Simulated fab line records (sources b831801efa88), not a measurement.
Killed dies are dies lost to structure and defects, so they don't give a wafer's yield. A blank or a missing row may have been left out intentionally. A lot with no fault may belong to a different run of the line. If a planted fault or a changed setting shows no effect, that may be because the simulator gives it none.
fab line records / flow sky130
record lots=14 wafers=42 last_day=50
route steps=708 shown SD_P@327 CONTACT@411 METAL1@436
lots untouched by any fault: they come from a run of this same line in which no faults occurred
start_h: start of the lot's first displayed wafer, in hours after the record's first day / wait_h: hours since the lot's step before / " unchanged from the row above / L1.1+2: a single row standing in for several wafers / - no value, or no start was given / * or withheld: withheld / < > ~ a bound
route shown NAME@n: NAME is a module with steps in the file, n the number in the route of the first one / usual: mean/standard deviation taken from wafers without a fault / same: alike in all rows / chamber/n: place in a boat / sites: per-site readings / _std_site: standard deviation across them / _edge_site: the outer-site mean with the inner-site mean subtracted / radius_mm: for every site, how far away it sits from the centre of the wafer / mask NAME#n: copy n / behind: the last tool/chamber to shape the wafer / hold: reason for holding the lot/hours on hold/outcome of the hold / device: whichever transistor did not switch (one of n, p or np) / end of line: the same wafers' tests at the end of the route / where a step has no rows: the recipe by itself / killed: dies that structure and defects cost at the first sort, which is not the same as the wafer's yield / map: shows each die of a wafer: x if killed, . if not, _ if none is there
set.NAME: the run value of the setting; set.NAME@STEP: its run value at that earlier step / model.NAME: the simulator's own value behind a step, which no gauge read
a sample of lots followed through the steps of the route, with each step as a table and each wafer as a row
services: when a tool's chamber went out of use (start_h, in hours from the record's first day, below 0 if earlier), for how many hours, and the reason
## steps
# step SKY_SD_P_CD_MEAS_07
# recipe target_cd_nm=380
# usual cd_nm=380.6/2.6
lot.wafer=L615.2 tool=cd_sem-01 chamber=- start_h=581.81 wait_h=0.1 cd_nm=377.5
lot.wafer=L615.3 tool=cd_sem-01 chamber=- start_h=581.81 wait_h=0.1 cd_nm=377.8
lot.wafer=L615.5 tool=cd_sem-01 chamber=- start_h=581.81 wait_h=0.1 cd_nm=380.0
lot.wafer=L618.2 tool=cd_sem-02 chamber=- start_h=613.15 wait_h=0.1 cd_nm=377.0
lot.wafer=L618.5 tool=cd_sem-02 chamber=- start_h=613.15 wait_h=0.1 cd_nm=377.8
lot.wafer=L618.6 tool=cd_sem-02 chamber=- start_h=613.15 wait_h=0.1 cd_nm=379.1
lot.wafer=L617.1 tool=cd_sem-02 chamber=- start_h=613.73 wait_h=0.1 cd_nm=386.8
lot.wafer=L617.5 tool=cd_sem-02 chamber=- start_h=613.73 wait_h=0.1 cd_nm=384.9
lot.wafer=L617.6 tool=cd_sem-02 chamber=- start_h=613.73 wait_h=0.1 cd_nm=385.5
lot.wafer=L625.1 tool=cd_sem-02 chamber=- start_h=672.98 wait_h=0.1 cd_nm=379.5
lot.wafer=L625.2 tool=cd_sem-02 chamber=- start_h=672.98 wait_h=0.1 cd_nm=379.2
lot.wafer=L625.5 tool=cd_sem-02 chamber=- start_h=672.98 wait_h=0.1 cd_nm=380.5
lot.wafer=L626.1 tool=cd_sem-02 chamber=- start_h=682.08 wait_h=0.1 cd_nm=377.9
lot.wafer=L626.3 tool=cd_sem-02 chamber=- start_h=682.08 wait_h=0.1 cd_nm=381.9
lot.wafer=L626.6 tool=cd_sem-02 chamber=- start_h=682.08 wait_h=0.1 cd_nm=380.5
lot.wafer=L627.1 tool=cd_sem-02 chamber=- start_h=690.43 wait_h=0.1 cd_nm=378.2
lot.wafer=L627.2 tool=cd_sem-02 chamber=- start_h=690.43 wait_h=0.1 cd_nm=380.3
lot.wafer=L627.6 tool=cd_sem-02 chamber=- start_h=690.43 wait_h=0.1 cd_nm=380.1
lot.wafer=L629.1 tool=cd_sem-01 chamber=- start_h=732.24 wait_h=0.1 cd_nm=382.3
lot.wafer=L629.5 tool=cd_sem-01 chamber=- start_h=732.24 wait_h=0.1 cd_nm=382.1
lot.wafer=L629.6 tool=cd_sem-01 chamber=- start_h=732.24 wait_h=0.1 cd_nm=380.7
lot.wafer=L631.4 tool=cd_sem-01 chamber=- start_h=736.14 wait_h=0.1 cd_nm=377.3
lot.wafer=L631.5 tool=cd_sem-01 chamber=- start_h=736.14 wait_h=0.1 cd_nm=379.5
lot.wafer=L631.6 tool=cd_sem-01 chamber=- start_h=736.14 wait_h=0.1 cd_nm=376.5
lot.wafer=L633.4 tool=cd_sem-01 chamber=- start_h=736.74 wait_h=0.1 cd_nm=376.4
lot.wafer=L633.5 tool=cd_sem-01 chamber=- start_h=736.74 wait_h=0.1 cd_nm=377.6
lot.wafer=L633.6 tool=cd_sem-01 chamber=- start_h=736.74 wait_h=0.1 cd_nm=376.5
lot.wafer=L630.2 tool=cd_sem-02 chamber=- start_h=737.35 wait_h=0.1 cd_nm=379.0
lot.wafer=L630.4 tool=cd_sem-02 chamber=- start_h=737.35 wait_h=0.1 cd_nm=378.4
lot.wafer=L630.5 tool=cd_sem-02 chamber=- start_h=737.35 wait_h=0.1 cd_nm=380.2
lot.wafer=L635.1 tool=cd_sem-02 chamber=- start_h=754.83 wait_h=0.1 cd_nm=381.0
lot.wafer=L635.3 tool=cd_sem-02 chamber=- start_h=754.83 wait_h=0.1 cd_nm=378.2
lot.wafer=L635.6 tool=cd_sem-02 chamber=- start_h=754.83 wait_h=0.1 cd_nm=379.5
lot.wafer=L637.1 tool=cd_sem-02 chamber=- start_h=784.24 wait_h=0.1 cd_nm=381.9
lot.wafer=L637.4 tool=cd_sem-02 chamber=- start_h=784.24 wait_h=0.1 cd_nm=382.8
lot.wafer=L637.5 tool=cd_sem-02 chamber=- start_h=784.24 wait_h=0.1 cd_nm=383.8
lot.wafer=L636.1 tool=cd_sem-02 chamber=- start_h=784.89 wait_h=0.1 cd_nm=381.6
lot.wafer=L636.5 tool=cd_sem-02 chamber=- start_h=784.89 wait_h=0.1 cd_nm=383.9
lot.wafer=L636.6 tool=cd_sem-02 chamber=- start_h=784.89 wait_h=0.1 cd_nm=381.4
lot.wafer=L638.1 tool=cd_sem-02 chamber=- start_h=785.99 wait_h=0.1 cd_nm=382.1
lot.wafer=L638.2 tool=cd_sem-02 chamber=- start_h=785.99 wait_h=0.1 cd_nm=380.8
lot.wafer=L638.5 tool=cd_sem-02 chamber=- start_h=785.99 wait_h=0.1 cd_nm=381.5
# step SKY_CONTACT_BOW_MEAS_05
# recipe mode=bow
# usual CONTACT_BOW=81/7.1
lot.wafer=L615.2 tool=film_metro-01 chamber=- start_h=700.38 wait_h=0.2 CONTACT_BOW[um]=81
lot.wafer=L615.3 tool=film_metro-01 chamber=- start_h=700.38 wait_h=0.2 CONTACT_BOW[um]=86
lot.wafer=L615.5 tool=film_metro-01 chamber=- start_h=700.38 wait_h=0.2 CONTACT_BOW[um]=82
lot.wafer=L618.2 tool=film_metro-01 chamber=- start_h=730.35 wait_h=0.1 CONTACT_BOW[um]=82
lot.wafer=L618.5 tool=film_metro-01 chamber=- start_h=730.35 wait_h=0.1 CONTACT_BOW[um]=93
lot.wafer=L618.6 tool=film_metro-01 chamber=- start_h=730.35 wait_h=0.1 CONTACT_BOW[um]=96
lot.wafer=L617.1 tool=film_metro-02 chamber=- start_h=731.68 wait_h=0.1 CONTACT_BOW[um]=78
lot.wafer=L617.5 tool=film_metro-02 chamber=- start_h=731.68 wait_h=0.1 CONTACT_BOW[um]=77
lot.wafer=L617.6 tool=film_metro-02 chamber=- start_h=731.68 wait_h=0.1 CONTACT_BOW[um]=93
lot.wafer=L625.1 tool=film_metro-01 chamber=- start_h=788.13 wait_h=0.2 CONTACT_BOW[um]=76
lot.wafer=L625.2 tool=film_metro-01 chamber=- start_h=788.13 wait_h=0.2 CONTACT_BOW[um]=86
lot.wafer=L625.5 tool=film_metro-01 chamber=- start_h=788.13 wait_h=0.2 CONTACT_BOW[um]=73
lot.wafer=L626.1 tool=film_metro-02 chamber=- start_h=798.16 wait_h=0.1 CONTACT_BOW[um]=91
lot.wafer=L626.3 tool=film_metro-02 chamber=- start_h=798.16 wait_h=0.1 CONTACT_BOW[um]=83
lot.wafer=L626.6 tool=film_metro-02 chamber=- start_h=798.16 wait_h=0.1 CONTACT_BOW[um]=78
lot.wafer=L627.1 tool=film_metro-02 chamber=- start_h=803.27 wait_h=0.1 CONTACT_BOW[um]=79
lot.wafer=L627.2 tool=film_metro-02 chamber=- start_h=803.27 wait_h=0.1 CONTACT_BOW[um]=89
lot.wafer=L627.6 tool=film_metro-02 chamber=- start_h=803.27 wait_h=0.1 CONTACT_BOW[um]=83
lot.wafer=L629.1 tool=film_metro-03 chamber=- start_h=845.37 wait_h=0.2 CONTACT_BOW[um]=81
lot.wafer=L629.5 tool=film_metro-03 chamber=- start_h=845.37 wait_h=0.2 CONTACT_BOW[um]=72
lot.wafer=L629.6 tool=film_metro-03 chamber=- start_h=845.37 wait_h=0.2 CONTACT_BOW[um]=84
lot.wafer=L631.4 tool=film_metro-01 chamber=- start_h=849.17 wait_h=0.3 CONTACT_BOW[um]=81
lot.wafer=L631.5 tool=film_metro-01 chamber=- start_h=849.17 wait_h=0.3 CONTACT_BOW[um]=74
lot.wafer=L631.6 tool=film_metro-01 chamber=- start_h=849.17 wait_h=0.3 CONTACT_BOW[um]=81
lot.wafer=L633.4 tool=film_metro-01 chamber=- start_h=850.26 wait_h=0.2 CONTACT_BOW[um]=78
lot.wafer=L633.5 tool=film_metro-01 chamber=- start_h=850.26 wait_h=0.2 CONTACT_BOW[um]=78
lot.wafer=L633.6 tool=film_metro-01 chamber=- start_h=850.26 wait_h=0.2 CONTACT_BOW[um]=85
lot.wafer=L630.2 tool=film_metro-02 chamber=- start_h=851.03 wait_h=0.3 CONTACT_BOW[um]=83
lot.wafer=L630.4 tool=film_metro-02 chamber=- start_h=851.03 wait_h=0.3 CONTACT_BOW[um]=84
lot.wafer=L630.5 tool=film_metro-02 chamber=- start_h=851.03 wait_h=0.3 CONTACT_BOW[um]=83
lot.wafer=L635.1 tool=film_metro-02 chamber=- start_h=867.26 wait_h=0.1 CONTACT_BOW[um]=83
lot.wafer=L635.3 tool=film_metro-02 chamber=- start_h=867.26 wait_h=0.1 CONTACT_BOW[um]=64
lot.wafer=L635.6 tool=film_metro-02 chamber=- start_h=867.26 wait_h=0.1 CONTACT_BOW[um]=73
lot.wafer=L637.1 tool=film_metro-02 chamber=- start_h=894.71 wait_h=0.2 CONTACT_BOW[um]=83
lot.wafer=L637.4 tool=film_metro-02 chamber=- start_h=894.71 wait_h=0.2 CONTACT_BOW[um]=75
lot.wafer=L637.5 tool=film_metro-02 chamber=- start_h=894.71 wait_h=0.2 CONTACT_BOW[um]=102
lot.wafer=L636.1 tool=film_metro-02 chamber=- start_h=895.86 wait_h=0.2 CONTACT_BOW[um]=80
lot.wafer=L636.5 tool=film_metro-02 chamber=- start_h=895.86 wait_h=0.2 CONTACT_BOW[um]=83
lot.wafer=L636.6 tool=film_metro-02 chamber=- start_h=895.86 wait_h=0.2 CONTACT_BOW[um]=80
lot.wafer=L638.1 tool=film_metro-02 chamber=- start_h=896.95 wait_h=0.2 CONTACT_BOW[um]=81
lot.wafer=L638.2 tool=film_metro-02 chamber=- start_h=896.95 wait_h=0.2 CONTACT_BOW[um]=73
lot.wafer=L638.5 tool=film_metro-02 chamber=- start_h=896.95 wait_h=0.2 CONTACT_BOW[um]=75
# step SKY_CONTACT_DEVELOP_13
# recipe develop_time_s=60 resist=KrF-thick dev_temp_c=21
# usual developer_temp_C=21.02/0.093
lot.wafer=L615.2 tool=litho_track-03 chamber=0 start_h=727 wait_h=- developer_temp_C=20.90
lot.wafer=L615.3 tool=litho_track-03 chamber=0 start_h=727 wait_h=- developer_temp_C=20.84
lot.wafer=L615.5 tool=litho_track-03 chamber=0 start_h=727 wait_h=- developer_temp_C=21.03
lot.wafer=L618.2 tool=litho_track-02 chamber=0 start_h=757 wait_h=- developer_temp_C=20.93
lot.wafer=L618.5 tool=litho_track-02 chamber=0 start_h=757 wait_h=- developer_temp_C=20.95
lot.wafer=L618.6 tool=litho_track-02 chamber=0 start_h=757 wait_h=- developer_temp_C=21.15
lot.wafer=L617.1 tool=litho_track-02 chamber=0 start_h=759 wait_h=- developer_temp_C=21.08
lot.wafer=L617.5 tool=litho_track-02 chamber=0 start_h=759 wait_h=- developer_temp_C=21.06
lot.wafer=L617.6 tool=litho_track-02 chamber=0 start_h=759 wait_h=- developer_temp_C=21.03
lot.wafer=L625.1 tool=litho_track-02 chamber=0 start_h=814 wait_h=- developer_temp_C=20.18
lot.wafer=L625.2 tool=litho_track-02 chamber=0 start_h=814 wait_h=- developer_temp_C=20.22
lot.wafer=L625.5 tool=litho_track-02 chamber=0 start_h=814 wait_h=- developer_temp_C=20.23
lot.wafer=L626.1 tool=litho_track-02 chamber=0 start_h=824 wait_h=- developer_temp_C=20.22
lot.wafer=L626.3 tool=litho_track-02 chamber=0 start_h=824 wait_h=- developer_temp_C=20.06
lot.wafer=L626.6 tool=litho_track-02 chamber=0 start_h=824 wait_h=- developer_temp_C=20.29
lot.wafer=L627.1 tool=litho_track-02 chamber=0 start_h=829 wait_h=- developer_temp_C=20.19
lot.wafer=L627.2 tool=litho_track-02 chamber=0 start_h=829 wait_h=- developer_temp_C=20.37
lot.wafer=L627.6 tool=litho_track-02 chamber=0 start_h=830 wait_h=- developer_temp_C=20.09
lot.wafer=L629.1 tool=litho_track-04 chamber=0 start_h=872 wait_h=- developer_temp_C=21.08
lot.wafer=L629.5 tool=litho_track-04 chamber=0 start_h=872 wait_h=- developer_temp_C=21.10
lot.wafer=L629.6 tool=litho_track-04 chamber=0 start_h=872 wait_h=- developer_temp_C=21.13
lot.wafer=L631.4 tool=litho_track-03 chamber=0 start_h=875 wait_h=- developer_temp_C=21.04
lot.wafer=L631.5 tool=litho_track-03 chamber=0 start_h=875 wait_h=- developer_temp_C=20.99
lot.wafer=L631.6 tool=litho_track-03 chamber=0 start_h=875 wait_h=- developer_temp_C=20.95
lot.wafer=L633.4 tool=litho_track-03 chamber=0 start_h=876 wait_h=- developer_temp_C=21.05
lot.wafer=L633.5 tool=litho_track-03 chamber=0 start_h=876 wait_h=- developer_temp_C=20.80
lot.wafer=L633.6 tool=litho_track-03 chamber=0 start_h=876 wait_h=- developer_temp_C=20.94
lot.wafer=L630.2 tool=litho_track-04 chamber=0 start_h=877 wait_h=- developer_temp_C=21.05
lot.wafer=L630.4 tool=litho_track-04 chamber=0 start_h=877 wait_h=- developer_temp_C=21.04
lot.wafer=L630.5 tool=litho_track-04 chamber=0 start_h=877 wait_h=- developer_temp_C=20.94
lot.wafer=L635.1 tool=litho_track-03 chamber=0 start_h=892 wait_h=- developer_temp_C=20.90
lot.wafer=L635.3 tool=litho_track-03 chamber=0 start_h=892 wait_h=- developer_temp_C=20.86
lot.wafer=L635.6 tool=litho_track-03 chamber=0 start_h=892 wait_h=- developer_temp_C=21.02
lot.wafer=L637.1 tool=litho_track-04 chamber=0 start_h=919 wait_h=- developer_temp_C=21.00
lot.wafer=L637.4 tool=litho_track-04 chamber=0 start_h=919 wait_h=- developer_temp_C=21.14
lot.wafer=L637.5 tool=litho_track-04 chamber=0 start_h=919 wait_h=- developer_temp_C=20.96
lot.wafer=L636.1 tool=litho_track-02 chamber=0 start_h=920 wait_h=- developer_temp_C=20.99
lot.wafer=L636.5 tool=litho_track-02 chamber=0 start_h=920 wait_h=- developer_temp_C=20.96
lot.wafer=L636.6 tool=litho_track-02 chamber=0 start_h=920 wait_h=- developer_temp_C=21.02
lot.wafer=L638.1 tool=litho_track-04 chamber=0 start_h=921 wait_h=- developer_temp_C=21.19
lot.wafer=L638.2 tool=litho_track-04 chamber=0 start_h=921 wait_h=- developer_temp_C=20.92
lot.wafer=L638.5 tool=litho_track-04 chamber=0 start_h=922 wait_h=- developer_temp_C=20.99
# step SKY_METAL1_SPUTTER_02
# recipe material=AlCu target_thk_nm=250 power_w=10600 time_s=13.3 chamber_pressure_pa=0.4
# usual throttle_valve_pct=30.2/0.96
# same time_s=13.3
lot.wafer=L615.2 tool=pvd_sputter-03 chamber=- start_h=729.18 wait_h=0.0 throttle_valve_pct=29.9
lot.wafer=L615.3 tool=pvd_sputter-03 chamber=- start_h=729.18 wait_h=0.0 throttle_valve_pct=31.0
lot.wafer=L615.5 tool=pvd_sputter-03 chamber=- start_h=729.18 wait_h=0.0 throttle_valve_pct=29.4
lot.wafer=L618.2 tool=pvd_sputter-03 chamber=- start_h=759.09 wait_h=0.0 throttle_valve_pct=29.5
lot.wafer=L618.5 tool=pvd_sputter-03 chamber=- start_h=759.09 wait_h=0.0 throttle_valve_pct=29.7
lot.wafer=L618.6 tool=pvd_sputter-03 chamber=- start_h=759.09 wait_h=0.0 throttle_valve_pct=29.2
lot.wafer=L617.1 tool=pvd_sputter-02 chamber=- start_h=761.22 wait_h=0.0 throttle_valve_pct=30.1
lot.wafer=L617.5 tool=pvd_sputter-02 chamber=- start_h=761.22 wait_h=0.0 throttle_valve_pct=32.0
lot.wafer=L617.6 tool=pvd_sputter-02 chamber=- start_h=761.22 wait_h=0.0 throttle_valve_pct=30.1
lot.wafer=L625.1 tool=pvd_sputter-02 chamber=- start_h=816.00 wait_h=0.0 throttle_valve_pct=31.7
lot.wafer=L625.2 tool=pvd_sputter-02 chamber=- start_h=816.00 wait_h=0.0 throttle_valve_pct=29.3
lot.wafer=L625.5 tool=pvd_sputter-02 chamber=- start_h=816.00 wait_h=0.0 throttle_valve_pct=29.3
lot.wafer=L626.1 tool=pvd_sputter-04 chamber=- start_h=826.59 wait_h=0.0 throttle_valve_pct=30.1
lot.wafer=L626.3 tool=pvd_sputter-04 chamber=- start_h=826.59 wait_h=0.0 throttle_valve_pct=30.6
lot.wafer=L626.6 tool=pvd_sputter-04 chamber=- start_h=826.59 wait_h=0.0 throttle_valve_pct=29.9
lot.wafer=L627.1 tool=pvd_sputter-02 chamber=- start_h=831.69 wait_h=0.0 throttle_valve_pct=30.1
lot.wafer=L627.2 tool=pvd_sputter-02 chamber=- start_h=831.69 wait_h=0.0 throttle_valve_pct=31.8
lot.wafer=L627.6 tool=pvd_sputter-02 chamber=- start_h=831.69 wait_h=0.0 throttle_valve_pct=30.1
lot.wafer=L629.1 tool=pvd_sputter-04 chamber=- start_h=874.30 wait_h=0.0 throttle_valve_pct=30.6
lot.wafer=L629.5 tool=pvd_sputter-04 chamber=- start_h=874.30 wait_h=0.0 throttle_valve_pct=29.1
lot.wafer=L629.6 tool=pvd_sputter-04 chamber=- start_h=874.30 wait_h=0.0 throttle_valve_pct=31.1
lot.wafer=L631.4 tool=pvd_sputter-04 chamber=- start_h=877.37 wait_h=0.0 throttle_valve_pct=30.9
lot.wafer=L631.5 tool=pvd_sputter-04 chamber=- start_h=877.37 wait_h=0.0 throttle_valve_pct=29.0
lot.wafer=L631.6 tool=pvd_sputter-04 chamber=- start_h=877.37 wait_h=0.0 throttle_valve_pct=29.9
lot.wafer=L633.4 tool=pvd_sputter-03 chamber=- start_h=878.55 wait_h=0.0 throttle_valve_pct=29.2
lot.wafer=L633.5 tool=pvd_sputter-03 chamber=- start_h=878.55 wait_h=0.0 throttle_valve_pct=29.4
lot.wafer=L633.6 tool=pvd_sputter-03 chamber=- start_h=878.55 wait_h=0.0 throttle_valve_pct=30.9
lot.wafer=L630.2 tool=pvd_sputter-04 chamber=- start_h=879.59 wait_h=0.0 throttle_valve_pct=30.1
lot.wafer=L630.4 tool=pvd_sputter-04 chamber=- start_h=879.59 wait_h=0.0 throttle_valve_pct=30.7
lot.wafer=L630.5 tool=pvd_sputter-04 chamber=- start_h=879.59 wait_h=0.0 throttle_valve_pct=31.2
lot.wafer=L635.1 tool=pvd_sputter-02 chamber=- start_h=894.56 wait_h=0.0 throttle_valve_pct=31.4
lot.wafer=L635.3 tool=pvd_sputter-02 chamber=- start_h=894.56 wait_h=0.0 throttle_valve_pct=30.2
lot.wafer=L635.6 tool=pvd_sputter-02 chamber=- start_h=894.56 wait_h=0.0 throttle_valve_pct=30.1
lot.wafer=L637.1 tool=pvd_sputter-03 chamber=- start_h=921.34 wait_h=0.0 throttle_valve_pct=29.7
lot.wafer=L637.4 tool=pvd_sputter-03 chamber=- start_h=921.34 wait_h=0.0 throttle_valve_pct=29.2
lot.wafer=L637.5 tool=pvd_sputter-03 chamber=- start_h=921.34 wait_h=0.0 throttle_valve_pct=29.6
lot.wafer=L636.1 tool=pvd_sputter-02 chamber=- start_h=922.28 wait_h=0.0 throttle_valve_pct=30.0
lot.wafer=L636.5 tool=pvd_sputter-02 chamber=- start_h=922.28 wait_h=0.0 throttle_valve_pct=29.4
lot.wafer=L636.6 tool=pvd_sputter-02 chamber=- start_h=922.28 wait_h=0.0 throttle_valve_pct=32.0
lot.wafer=L638.1 tool=pvd_sputter-04 chamber=- start_h=923.66 wait_h=0.0 throttle_valve_pct=29.0
lot.wafer=L638.2 tool=pvd_sputter-04 chamber=- start_h=923.66 wait_h=0.0 throttle_valve_pct=31.0
lot.wafer=L638.5 tool=pvd_sputter-04 chamber=- start_h=923.66 wait_h=0.0 throttle_valve_pct=30.8
## services
tool=pvd_sputter-03 chamber=- start_h=714.41 hours=1.3 kind=repair
tool=pvd_sputter-03 chamber=- start_h=716.47 hours=3.3 kind=repair
tool=pvd_sputter-04 chamber=- start_h=748.21 hours=2.4 kind=repair
tool=pvd_sputter-04 chamber=- start_h=765.86 hours=0.5 kind=repair
tool=pvd_sputter-02 chamber=- start_h=803.55 hours=0.5 kind=repair
## key
first_sign step=SKY_CONTACT_DEVELOP_13 reading=developer_temp_C direction=down sigmas=8.8 usual=* struck=*
effect none on later readings
met_at SKY_CONTACT_DEVELOP_13
struck_lots L625,L626,L627
tester_left_out L625,L626,L627
loop_trim step=SKY_CONTACT_EXPOSE_11 setting=dose lots=L627
not_acting_at SKY_SD_P_CD_MEAS_07,SKY_CONTACT_BOW_MEAS_05,SKY_METAL1_SPUTTER_02
onset_between 759 814
fault kind=process_parameter_drift tool=litho_track-02 chamber=- onset_h=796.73 steps=SKY_CONTACT_DEVELOP_13 channel=dev_temp_c offset=* shape=step end_h=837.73 acts_in=* stated=*
# tester_left_out: of these lots the tester's yield and bins aren't shown, on N5 and GAA mostly nor the transistor test; their killed dies are dies lost to structure and defects alone, not to doping, threshold or leakage, so they don't give the yield
# loop_trim: a control loop set the setting to another value than it would have without faults
